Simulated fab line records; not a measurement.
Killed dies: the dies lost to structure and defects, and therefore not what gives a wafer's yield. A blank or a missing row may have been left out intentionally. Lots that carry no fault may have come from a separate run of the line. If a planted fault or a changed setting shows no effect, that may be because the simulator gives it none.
One fault through the eyes of 2 desks / flow sky130 / what lay behind the numbers comes last; until then each desk has only its own

THE METROLOGY DESK
What the gauges read, lot by lot, whatever tool the lot ran on: means of the sampled wafers that have a number. If a lot's mean is further than 4 standard deviations from the usual mean, the lot is out of limits and carries the mark OUT (the distance appears in the brackets).
Columns: A = RES_XHIGH_TW at SKY_RES_XHIGH_TW_MEAS_09, usual 1637; B = RES_XHIGH_RS at SKY_SD_N_RS_MEAS_18, usual 333.4 ohm/sq
lot=L101; first seen here=day 27 04:30; A=1605; B=332.4
lot=L102; first seen here=day 27 13:54; A=1605; B=332.5
lot=L104; first seen here=day 28 12:59; A=1676; B=333.3
lot=L106; first seen here=day 28 22:14; A=1588; B=331.3
lot=L107; first seen here=day 29 08:20; A=1640; B=336.4
lot=L109; first seen here=day 30 00:18; A=1671; B=332.0
lot=L108; first seen here=day 30 02:47; A=1664; B=333.5
lot=L111; first seen here=day 30 19:14; A=1472 (-5.3) OUT; B=426.1 (+71) OUT
lot=L112; first seen here=day 30 20:42; A=1668; B=333.9
lot=L113; first seen here=day 31 03:38; A=1510 (-4.1) OUT; B=429.1 (+74) OUT
lot=L119; first seen here=day 33 15:12; A=1617; B=333.3
lot=L121; first seen here=day 33 22:42; A=1667; B=334.5
lot=L122; first seen here=day 34 03:05; A=1649; B=333.2
lot=L123; first seen here=day 34 08:52; A=1671; B=334.6
This desk's result: L111, L113 out of limits, first on L111 (RES_XHIGH_TW at SKY_RES_XHIGH_TW_MEAS_09), day 30 19:14. Within limits: L101, L102, L104, L106, L107, L109, L108, L112, L119, L121, L122, L123.

FOR THE TOOL OWNER'S DESK: implanter-02
The tool's own readings at SKY_RES_XHIGH_IMPLANT_07: means of the sampled wafers that have a number, for each lot that ran on this tool. If a lot's mean is further than 4 standard deviations from the usual mean, the lot is out of limits and carries the mark OUT (the distance appears in the brackets).
Columns: A = beam on s at SKY_RES_XHIGH_IMPLANT_07, usual 37.4 s; B = dose ions cm2 at SKY_RES_XHIGH_IMPLANT_07, usual 3.6e+14
lot=L101; first seen here=day 27 04:16; A=33.9; B=3.6e+14
lot=L107; first seen here=day 29 08:05; A=34.5; B=3.6e+14
lot=L109; first seen here=day 30 00:04; A=33.4; B=3.6e+14
lot=L108; first seen here=day 30 02:32; A=34.0; B=3.6e+14
lot=L111; first seen here=day 30 18:59; A=24.4 (-4.6) OUT; B=2.6e+14 (-99 or more) OUT
lot=L113; first seen here=day 31 03:23; A=25.3 (-4.3) OUT; B=2.6e+14 (-99 or more) OUT
lot=L122; first seen here=day 34 02:53; A=33.1; B=3.6e+14
This desk's verdict: out of limits on L111, L113, starting with L111 at day 30 18:59 (beam on s at SKY_RES_XHIGH_IMPLANT_07). Within limits: L101, L107, L109, L108, L122.

PUT TOGETHER
The tool owner's desk had the chance to raise an alarm at day 30 18:59 on L111, L113.
An alarm was possible from the metrology desk at day 30 19:14, on L111, L113.
On implanter-02, each named lot ran SKY_RES_XHIGH_IMPLANT_07.

WHAT THE SIMULATOR HAD PUT IN
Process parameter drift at SKY_RES_XHIGH_IMPLANT_07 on implanter-02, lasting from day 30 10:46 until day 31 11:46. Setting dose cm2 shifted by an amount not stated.
Lots struck among those shown: L111, L113.
Counting hours from when the fault started, the first reading out of limits came at 8 for the tool owner's desk and at 8 for the metrology desk.
